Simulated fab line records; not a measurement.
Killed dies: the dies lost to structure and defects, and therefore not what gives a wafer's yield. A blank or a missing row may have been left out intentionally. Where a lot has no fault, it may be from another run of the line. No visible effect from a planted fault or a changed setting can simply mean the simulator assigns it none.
Which tool did it? | flow sky130 | 14 lots with 42 wafers sampled at 5 steps, on a route of 708 steps

== WHAT THE GAUGES READ, wafer by wafer ==
SKY_FIELD_ISO_THK_MEAS_02.
lot  | measured    | on            | FIELD_ISO_OXIDATION_00_THK (nm)
L811 | day 1 11:40 | film-metro-03 | 12.12 12.34 12.32
L812 | day 1 17:49 | film-metro-03 | 11.90 11.92 11.93
L814 | day 2 04:27 | film-metro-03 | 12.22 12.11 12.13
L818 | day 2 23:17 | film-metro-04 | 11.82 11.78 11.81
L820 | day 3 09:08 | film-metro-04 | 11.95 11.90 11.89
L823 | day 4 00:11 | film-metro-03 | 12.33 12.31 12.19
L824 | day 4 04:44 | film-metro-04 | 11.90 11.86 11.90
L825 | day 4 09:38 | film-metro-01 | 12.00 12.33 12.11
L826 | day 4 16:56 | film-metro-03 | 11.72 11.94 11.89
L827 | day 4 19:38 | film-metro-03 | 12.18 12.18 12.10
L828 | day 5 02:45 | film-metro-04 | 12.04 11.82 11.67
L829 | day 5 06:13 | film-metro-04 | 12.40 12.40 12.39
L830 | day 5 10:58 | film-metro-04 | 11.90 12.02 11.97
L831 | day 5 17:10 | film-metro-01 | 12.52 12.45 12.34

SKY_FIELD_ISO_THK_MEAS_23.
lot  | measured    | on            | FIELD_ISO_OXIDATION_01_THK (nm)
L811 | day 2 05:42 | film-metro-04 | 10.33 10.40 10.36
L812 | day 2 12:24 | film-metro-03 | 10.17 10.28 10.15
L814 | day 3 00:40 | film-metro-03 | 10.25 10.25 10.29
L818 | day 3 19:56 | film-metro-04 | 10.27 10.27 10.24
L820 | day 4 05:55 | film-metro-03 | 10.10 10.06 9.96
L823 | day 4 23:51 | film-metro-03 | 9.65 9.74 9.82
L824 | day 5 04:42 | film-metro-03 | 10.28 10.33 10.22
L825 | day 5 08:04 | film-metro-03 | 10.18 10.10 10.18
L826 | day 5 14:13 | film-metro-03 | 9.90 9.89 9.91
L827 | day 5 18:22 | film-metro-03 | 10.07 9.96 10.00
L828 | day 6 00:47 | film-metro-01 | 10.42 10.11 10.25
L829 | day 6 04:59 | film-metro-01 | 10.38 10.19 10.31
L830 | day 6 14:25 | film-metro-01 | 9.79 9.71 9.67
L831 | day 6 15:37 | film-metro-03 | 10.15 10.06 10.10

SKY_DNWELL_TW_MEAS_09.
lot  | measured    | on            | DNWELL_TW
L811 | day 3 02:03 | film-metro-02 | 1108 1103 1105
L812 | day 3 08:01 | film-metro-03 | 1109 1106 1109
L814 | day 3 22:13 | film-metro-03 | 1108 1113 1110
L818 | day 4 17:56 | film-metro-02 | 1113 1110 1115
L820 | day 5 04:28 | film-metro-02 | 1111 1109 1113
L823 | day 5 23:24 | film-metro-02 | 1108 1111 1106
L824 | day 6 03:22 | film-metro-03 | 1109 1104 1113
L825 | day 6 07:17 | film-metro-04 | 1394 1392 1389
L826 | day 6 14:43 | film-metro-03 | 1111 1115 1109
L827 | day 6 18:07 | film-metro-02 | 1110 1105 1106
L828 | day 7 00:58 | film-metro-03 | 1111 1102 1114
L829 | day 7 08:50 | film-metro-02 | 1112 1114 1120
L830 | day 7 16:38 | film-metro-02 | 1395 1383 1386
L831 | day 7 18:09 | film-metro-02 | 1379 1378 1371

SKY_NWELL_OVL_MEAS_10.
lot  | measured    | on         | NWELL_00_OVL (nm)
L811 | day 4 10:51 | overlay-02 | 1.4 1.6 1.1
L812 | day 4 16:41 | overlay-02 | -1.2 -3.5 -1.1
L814 | day 5 06:50 | overlay-01 | 0.0 0.4 -0.2
L818 | day 6 06:08 | overlay-01 | -2.7 -1.1 -2.1
L820 | day 6 16:17 | overlay-02 | 1.9 2.1 0.6
L823 | day 7 13:10 | overlay-02 | -0.3 -0.7 0.7
L824 | day 7 16:32 | overlay-02 | -0.8 -0.2 0.4
L825 | day 7 21:26 | overlay-02 | -2.1 -2.5 -1.5
L826 | day 8 05:23 | overlay-01 | 1.4 2.1 2.3
L827 | day 8 09:28 | overlay-01 | -0.2 0.0 0.7
L828 | day 8 17:07 | overlay-02 | 0.7 1.0 0.1
L829 | day 9 00:42 | overlay-02 | -2.7 -2.2 0.0
L830 | day 9 08:47 | overlay-01 | 1.0 -0.5 -0.9
L831 | day 9 10:44 | overlay-01 | -0.6 -0.3 0.6

== WHICH TOOL RAN EACH LOT (tool, then ch and the chambers of the sampled wafers, then the start) ==
lot  | SKY_DNWELL_IMPLANT_07
L811 | implanter-03 ch 0, day 3 01:51
L812 | implanter-01 ch 0, day 3 07:47
L814 | implanter-02 ch 0, day 3 21:59
L818 | implanter-02 ch 0, day 4 17:41
L820 | implanter-03 ch 0, day 5 04:14
L823 | implanter-02 ch 0, day 5 23:10
L824 | implanter-01 ch 0, day 6 03:08
L825 | implanter-03 ch 0, day 6 06:37
L826 | implanter-01 ch 0, day 6 14:29
L827 | implanter-02 ch 0, day 6 17:52
L828 | implanter-03 ch 0, day 7 00:44
L829 | implanter-02 ch 0, day 7 08:37
L830 | implanter-02 ch 0, day 7 16:04
L831 | implanter-02 ch 0, day 7 17:37
- SKY_DNWELL_IMPLANT_07

== WHAT THE TOOLS THEMSELVES READ (means of the sampled wafers that have a number; where no wafer has one, the mark that the record gives instead) ==
The record holds no such reading with a usual standard deviation.

== THE ANSWER, worked out from the rows above alone ==
Rule: the lots themselves supply what counts as usual. Put in order of their means at a reading, lots are off if they are a third of the lots or fewer, leave a main group of 4 or more, and stand apart from it by a gap of 3 or more times the standard deviation of the main group's means; of several such gaps the widest counts. A main group whose means are all the same, to the digits that the tables above print for the reading, isn't used. A lot without any number at a reading at which 4 lots or more have one is off too. The other lots that the step has rows for count as sound. Order of review: gauges by route order, followed by the tools' own readings, for which a lot's mean as printed above is used. At the first step where some lot is off, the reading lying furthest off is the one used; lots without a number count as furthest.
Off: L825, L830, L831, seen at SKY_DNWELL_TW_MEAS_09 (DNWELL_TW). Mean 1110 and standard deviation 2.7 in the main group.
If a tool, at a process step before that reading, ran all the lots that are off and no sound lot after the first of them, it fits. Gauges at SKY_DNWELL_TW_MEAS_09: tried the same way as those tools. No candidate that was tried fits.

== WHAT THE SIMULATOR HAD INSERTED ==
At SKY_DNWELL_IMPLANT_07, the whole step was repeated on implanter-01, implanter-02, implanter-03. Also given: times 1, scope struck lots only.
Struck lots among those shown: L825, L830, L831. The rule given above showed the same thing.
